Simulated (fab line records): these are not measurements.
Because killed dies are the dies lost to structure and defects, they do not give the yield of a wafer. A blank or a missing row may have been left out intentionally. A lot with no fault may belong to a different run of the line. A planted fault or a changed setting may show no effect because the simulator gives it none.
A struck lot beside a sound one + flow sky130 + 15 steps out of a route of 708
Sound: these wafers, L135.1, L135.2, L135.4. Struck: wafer L147.4. (L147.1, L147.6 of the same lot were not struck and are left out.) The cause comes at the end.
At each step with rows: each side's tool, then ch and its chambers, then its first start. Under that, the readings that differ: sound wafers + struck wafers + difference of the means + sigmas: that difference in standard deviations of wafers without a fault.
alike: words and numbers the same on both sides, and readings whose means are apart by under 2 such deviations; not compared: readings that were withheld, readings missing a value for some wafer, numbers with overlapping values and no deviation given by the record, and bounds like >300 which may hide the same value.
A row with sigmas, a row that says differs or no value, or rows on one side alone: a step with any of these is where the two part. Non-overlapping numbers with no deviation appear without sigmas and do not part them. A reading missing from all wafers of one side parts the sides only when that side holds two or more wafers.

SKY_LI_CONTACT_CMP_02: polishes PSG.
  sound on cmp-01 ch 0,1,2, day 28 07:15; struck on cmp-01 ch 0, day 32 17:23
  alike: motor_current_A, time_to_endpoint_s
SKY_LI_CONTACT_BOW_MEAS_03:
  sound: film_metro-01 at day 28 07:30; struck: film_metro-01 at day 32 17:35
  alike: LI_CONTACT_BOW
then, 8 steps without rows for these wafers: SKY_LI_CONTACT_DEHYDRATE_04 (time 60 s); SKY_LI_CONTACT_HMDS_05 (prime time 60 s); SKY_LI_CONTACT_COAT_06 (resist thk 60 nm); SKY_LI_CONTACT_COAT_07 (resist thk 450 nm); SKY_LI_CONTACT_SOFTBAKE_08 (time 90 s); SKY_LI_CONTACT_EXPOSE_09 (exposes mask LICM1, target cd 170 nm); SKY_LI_CONTACT_PEB_10; SKY_LI_CONTACT_DEVELOP_11 (develop time 60 s).
SKY_LI_CONTACT_CD_MEAS_12 targets a cd of 170 nm.
  sound: cd_sem-02 at day 29 11:17; struck: cd_sem-01 at day 33 20:30
  alike: cd_nm
SKY_LI_CONTACT_OVL_MEAS_13:
  sound: overlay-02 at day 29 11:24; struck: overlay-02 at day 33 20:37
  alike: LI_CONTACT_OVL
SKY_LI_CONTACT_ETCH_14: etches BARC in N2/H2, stops on SiO2, time 45.9 s, target depth 60 nm.
  sound on rie_diel-03 ch 1,2, day 29 11:26; struck on rie_diel-03 ch 1, day 33 20:40
| reading                     | sound             | struck | difference | sigmas |
|-----------------------------|-------------------|--------|------------|--------|
| drypump_motor_current_A (A) | 6.7 5.2 5.2       | 6.7    | +1.0       | +2     |
| oes_product_au (a.u.)       | 0.861 0.855 0.862 | 0.886  | +0.027     | +6     |
| run_length_s (s)            | 74.04 73.76 73.83 | 72.17  | -1.71      | -6     |
  alike: throttle_valve_pct
  not compared: rf_fwd_power_W, rf_hours_counter_h
SKY_LI_CONTACT_ETCH_15: etches PSG in C4F8/O2/Ar, stops on Si, target depth 600 nm.
  sound on rie_diel-03 ch 1,2, day 29 11:29; struck on rie_diel-03 ch 1, day 33 20:42
  alike: oes_product_au, rf_fwd_power_W
-- here the record skips 15 days between the struck wafers' starts before and after, leaving off in module LI_CONTACT and picking up in module PAD_OPEN (first step shown: number 708 of the route) --
SKY_PAD_OPEN_PROBE_99:
  the record has rows for the struck wafers here (prober-01, day 48 21:44) and none for the sound ones

WHERE THEY PART
At SKY_LI_CONTACT_ETCH_14 first; at SKY_PAD_OPEN_PROBE_99 last (within this record only).

WHY: what the simulator had put in
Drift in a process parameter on rie_diel-03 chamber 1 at SKY_LI_CONTACT_ETCH_14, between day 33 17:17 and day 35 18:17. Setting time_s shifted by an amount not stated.
